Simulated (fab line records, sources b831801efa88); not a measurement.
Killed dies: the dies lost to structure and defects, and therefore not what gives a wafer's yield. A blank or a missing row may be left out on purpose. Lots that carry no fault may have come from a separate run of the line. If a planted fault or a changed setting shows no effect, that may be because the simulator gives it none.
Problem report, 8D (eight disciplines) form, completed by code ; flow sky130 ; the parts of the form that need people (team, actions taken, sign-off) are left out

1. WHAT IS WRONG
strip-time-to-endpoint-s at SKY_NWELL_STRIP_14 reads a mean of 23.82 s on 6 wafers of 2 lots; wafers without a fault read 36.87 s with a standard deviation of 0.11. That is -99 or more standard deviations from the usual mean.
The step: strips in O2/N2.
First observed at day 7 22:39: wafer L778.1, on plasma-asher-03. The record holds 36 wafers of 12 lots with a number at this step. Rule for "out", or "out of limits": more than 4 standard deviations from the usual mean. The other wafers with a number count as sound.

2. WHAT IT IS; WHAT IT IS NOT
question;is;is not
which readings at this step;strip-time-to-endpoint-s;drypump-motor-current-A
which lots;L778, L780;L765, L767, L770, L771, L773, L775, L776, L777, L779, L782
which wafers of those lots;all that have a number;-
read on which tools;plasma-asher-03, plasma-asher-04;plasma-asher-01
when;from day 7 22:39;"up to then (24 sound wafers); but 6 sound wafers of L779, L782 came after"

3. SUSPECTS, AND WHAT RULES EACH OUT
Counting: a tool at any process step up to the reading remains a suspect when it ran all the lots that are out and ran no sound lot after the first of those.
- litho-track-03 at SKY_NWELL_COAT_05 (resist thk 3000 nm): kept. Every lot that is out went through it, starting with L778 (day 7 12:52), and after that it ran no sound lot; the last sound lot it ran before then is L777 (day 7 06:46).
Remaining after the count: litho-track-03 at SKY_NWELL_COAT_05.

4. THE CAUSE (what the simulator had put in)
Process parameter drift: litho-track-03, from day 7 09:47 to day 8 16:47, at SKY_NWELL_COAT_05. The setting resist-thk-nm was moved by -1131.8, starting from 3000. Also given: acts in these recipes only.
This tool alone remained once counting was done.

5. THE CHAIN OF EFFECTS, in route order
Each row: a reading where the mean over the struck wafers with a number is more than 3 standard deviations away from the usual. Only readings for which the record gives a usual standard deviation are gone through. hours: the time from each lot's start at the first step in this table that gives one to its start at this step, as a median over the lots. sigmas: the change in usual standard deviations.
hours;step;reading;usual;on struck wafers;change;sigmas
0;SKY_NWELL_STRIP_14;strip-time-to-endpoint-s;36.87 s;23.82;-13.04;-99 or more
It contains these process steps:
- SKY_NWELL_STRIP_14: strips in O2/N2.
Later steps that measure or inspect, where all struck wafers having a row at the step show a number for every such reading and not one has moved that far: SKY_POLY_CUT_CD_MEAS_08, SKY_SD_P_TW_MEAS_11.

6. HOW IT WOULD HAVE BEEN CAUGHT EARLIER
First out-of-limits reading in this record: day 7 22:39, which is 13 hours after fault onset at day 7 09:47.
Of the lots that are out (2), L780 began SKY_NWELL_COAT_05 on litho-track-03 after day 7 22:39. A hold on the tool at that time would have spared it.
